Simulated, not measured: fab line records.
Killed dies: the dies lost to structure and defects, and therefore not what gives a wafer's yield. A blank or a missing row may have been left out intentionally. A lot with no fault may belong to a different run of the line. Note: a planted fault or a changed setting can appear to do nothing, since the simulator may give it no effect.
Which tool did it? ; flow sfqLine ; 15 lots, 45 wafers sampled, at 5 steps of a route of 325

== WHAT EACH GAUGE READ, for each wafer ==
SFQ_I3_OVL_MEAS_923. Usual: I3_OVL gives -3 nm (standard deviation 5.4).
lot;measured;on;I3_OVL (nm);flag
L838;day 36 15:19;overlay-01;-9 -3 -12;
L839;day 38 06:19;overlay-01;2 -11 -1;
L840;day 38 09:51;overlay-02;-6 -11 2;
L842;day 38 16:37;overlay-02;0 -7 -2;
L843;day 42 04:08;overlay-01;-10 -10 -7;
L845;day 43 18:39;overlay-01;-2 -7 -2;
L846;day 44 19:58;overlay-02;-5 1 -7;
L847;day 44 22:22;overlay-01;-14 -7 -12;
L848;day 45 01:58;overlay-02;-6 4 2;
L853;day 47 04:52;overlay-01;1 2 -1;
L854;day 47 06:04;overlay-02;8 3 7;
L855;day 47 10:52;overlay-02;7 1 4;
L856;day 47 14:28;overlay-01;6 0 1;
L857;day 47 18:04;overlay-01;3 5 7;
L860;day 49 01:16;overlay-01;-14 -5 -4;

SFQ_M4_RS_MEAS_924: a four-point-probe measurement. Usual: M4_NB_RS gives 0.891 ohm/sq (standard deviation 0.011).
lot;measured;on;M4_NB_RS (ohm/sq);flag
L838;day 36 16:26;filmMetro-01;0.887 0.885 0.885;
L839;day 38 07:25;filmMetro-02;0.896 0.911 0.910;
L840;day 38 10:56;filmMetro-02;0.901 0.902 0.883;
L842;day 38 17:42;filmMetro-04;0.880 0.879 0.887;
L843;day 42 05:16;filmMetro-02;0.879 0.881 0.881;
L845;day 43 19:46;filmMetro-04;0.901 0.895 0.903;
L846;day 44 21:04;filmMetro-01;1.094 1.075 1.071;OFF
L847;day 44 23:29;filmMetro-02;0.905 0.893 0.895;
L848;day 45 03:04;filmMetro-02;1.074 1.072 1.071;OFF
L853;day 47 05:57;filmMetro-02;1.092 1.092 1.108;OFF
L854;day 47 07:10;filmMetro-01;0.887 0.885 0.892;
L855;day 47 11:59;filmMetro-04;0.899 0.902 0.904;
L856;day 47 15:33;filmMetro-02;0.894 0.893 0.891;
L857;day 47 19:10;filmMetro-02;0.901 0.869 0.890;
L860;day 49 02:22;filmMetro-02;0.883 0.892 0.890;

== EACH LOT AND THE TOOL THAT RAN IT (in order: tool; ch and the chambers of the sampled wafers; start) ==
lot;SFQ_TRILAYER_M2_BARC_OPEN_METAL_ETCH_077;SFQ_TRILAYER_I3_VIA_STRIP_STRIP_089;SFQ_TRILAYER_M4_DEP_SPUTTER_091
L838;rieMetal-04 ch 0,1, day 17 02:04;rieMetal-04 ch 0,1, day 36 15:42;pvdSputter-05, day 36 16:18
L839;rieMetal-04 ch 0,1, day 20 05:44;rieMetal-03 ch 0,1, day 38 06:30;pvdSputter-04, day 38 07:18
L840;rieMetal-04 ch 0,1, day 20 20:08;rieMetal-04 ch 0,1, day 38 10:02;pvdSputter-03, day 38 10:50
L842;rieMetal-01 ch 0,1, day 27 15:55;rieMetal-04 ch 0,1, day 38 16:47;pvdSputter-05, day 38 17:35
L843;rieMetal-04 ch 0,1, day 28 11:39;rieMetal-04 ch 0,1, day 42 04:30;pvdSputter-05, day 42 05:06
L845;rieMetal-01 ch 0,1, day 29 18:51;rieMetal-03 ch 0,1, day 43 19:02;pvdSputter-03, day 43 19:38
L846;rieMetal-01 ch 0,1, day 30 12:50;rieMetal-02 ch 0,1, day 44 20:09;pvdSputter-05, day 44 20:58
L847;rieMetal-01 ch 0,1, day 30 20:03;rieMetal-03 ch 0,1, day 44 22:45;pvdSputter-03, day 44 23:21
L848;rieMetal-04 ch 0,1, day 30 21:14;rieMetal-02 ch 0,1, day 45 02:09;pvdSputter-05, day 45 02:57
L853;rieMetal-03 ch 0,1, day 33 06:49;rieMetal-02 ch 1, day 47 05:03;pvdSputter-05, day 47 05:51
L854;rieMetal-04 ch 0,1, day 33 08:01;rieMetal-03 ch 0,1, day 47 06:15;pvdSputter-04, day 47 07:03
L855;rieMetal-01 ch 0,1, day 33 11:38;rieMetal-04 ch 0,1, day 47 11:15;pvdSputter-03, day 47 11:51
L856;rieMetal-01 ch 0,1, day 33 14:25;rieMetal-03 ch 0,1, day 47 14:39;pvdSputter-04, day 47 15:27
L857;rieMetal-03 ch 0,1, day 33 18:01;rieMetal-02 ch 0,1, day 47 18:15;pvdSputter-03, day 47 19:03
L860;rieMetal-03 ch 0,1, day 34 08:13;rieMetal-04 ch 0,1, day 49 01:27;pvdSputter-04, day 49 02:16
- SFQ_TRILAYER_M2_BARC_OPEN_METAL_ETCH_077: etches BARC in O2, target depth 125 nm, time 41.7 s.
- SFQ_TRILAYER_I3_VIA_STRIP_STRIP_089: strips in O2.
- SFQ_TRILAYER_M4_DEP_SPUTTER_091: material Nb, target thk 200 nm, time 133.3 s.

== AS READ BY THE TOOLS THEMSELVES (means over the sampled wafers that have a number; for cases with no such wafer, the mark the record gives instead) ==
SFQ_TRILAYER_M2_BARC_OPEN_METAL_ETCH_077. Usual: drypumpMotorCurrentA 5.38 A, standard deviation 0.26; oesProductAu 0.685 a.u., standard deviation 0.0042.
lot;tool;drypumpMotorCurrentA (A);oesProductAu (a.u.);flag
L838;rieMetal-04;5.14;0.686;
L839;rieMetal-04;5.23;0.691;
L840;rieMetal-04;5.15;0.685;
L842;rieMetal-01;5.68;0.687;
L843;rieMetal-04;5.23;0.686;
L845;rieMetal-01;5.69;0.684;
L846;rieMetal-01;5.67;0.685;
L847;rieMetal-01;5.69;0.685;
L848;rieMetal-04;5.21;0.688;
L853;rieMetal-03;5.43;0.686;
L854;rieMetal-04;5.20;0.684;
L855;rieMetal-01;5.51;0.684;
L856;rieMetal-01;5.52;0.681;
L857;rieMetal-03;5.33;0.687;
L860;rieMetal-03;5.35;0.682;

SFQ_TRILAYER_I3_VIA_STRIP_STRIP_089. Usual: drypumpMotorCurrentA 5.23 A, standard deviation 0.28; oesProductAu 1.000 a.u., standard deviation 0.012.
lot;tool;drypumpMotorCurrentA (A);oesProductAu (a.u.);flag
L838;rieMetal-04;5.22;0.994;
L839;rieMetal-03;5.33;0.997;
L840;rieMetal-04;5.15;1.006;
L842;rieMetal-04;5.21;0.996;
L843;rieMetal-04;5.15;1.000;
L845;rieMetal-03;5.43;1.012;
L846;rieMetal-02;5.02;1.009;
L847;rieMetal-03;5.33;0.999;
L848;rieMetal-02;5.35;0.994;
L853;rieMetal-02;4.69;1.017;
L854;rieMetal-03;5.34;1.002;
L855;rieMetal-04;5.21;0.988;
L856;rieMetal-03;5.43;1.012;
L857;rieMetal-02;5.33;0.996;
L860;rieMetal-04;5.22;1.002;

SFQ_TRILAYER_M4_DEP_SPUTTER_091. Usual: resputterCathodeVoltageV 400 V, standard deviation 4.3; substrateTempC 19.97 C, standard deviation 0.1; throttleValvePct 30.1 %, standard deviation 0.85.
lot;tool;resputterCathodeVoltageV (V);substrateTempC (C);throttleValvePct (%);flag
L838;pvdSputter-05;401;19.97;29.5;
L839;pvdSputter-04;401;20.02;30.5;
L840;pvdSputter-03;402;20.02;30.1;
L842;pvdSputter-05;403;19.95;29.4;
L843;pvdSputter-05;402;19.97;29.4;
L845;pvdSputter-03;399;19.87;30.0;
L846;pvdSputter-05;397;19.96;29.4;
L847;pvdSputter-03;402;19.92;29.8;
L848;pvdSputter-05;399;20.07;29.3;
L853;pvdSputter-05;400;20.06;29.5;
L854;pvdSputter-04;401;19.95;29.9;
L855;pvdSputter-03;394;19.99;30.9;
L856;pvdSputter-04;400;19.95;30.5;
L857;pvdSputter-03;403;20.00;31.2;
L860;pvdSputter-04;401;20.00;30.2;

== THE ANSWER, worked out from the rows above alone ==
Rule: a lot is off if the mean of its wafers that have a number lies more than 3 standard deviations from the usual mean. Also off: a lot with no number at a reading for which 4 or more lots have one. Where the step has rows for the other lots, those lots are counted as sound. After the gauges, taken in route order, come the tools' own readings; for these a lot's mean is taken, as printed above. The first step at which some lot is off is used, and at that step the reading that is off furthest; a lot without a number counts as furthest.
Off: L846, L848, L853, seen at SFQ_M4_RS_MEAS_924 (M4_NB_RS).
A tool fits if, at a process step before that reading, it ran every lot that is off, and no sound lot after the first of them. The gauges at SFQ_M4_RS_MEAS_924 are tried like those tools. One fits: SFQ_TRILAYER_M4_DEP_SPUTTER_091 on pvdSputter-05. Its last sound lot is L843 (day 42 05:06), its first lot that is off L846 (day 44 20:58): a fault that began between those two fits.

== WHAT THE SIMULATOR HAD PUT IN ==
Site profile drift: pvdSputter-05, from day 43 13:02 on, at SFQ_TRILAYER_M4_DEP_SPUTTER_091. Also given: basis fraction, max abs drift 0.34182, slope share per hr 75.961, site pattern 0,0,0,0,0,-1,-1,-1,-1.
Struck lots among those shown: L846, L848, L853. The rule given above showed the same thing.
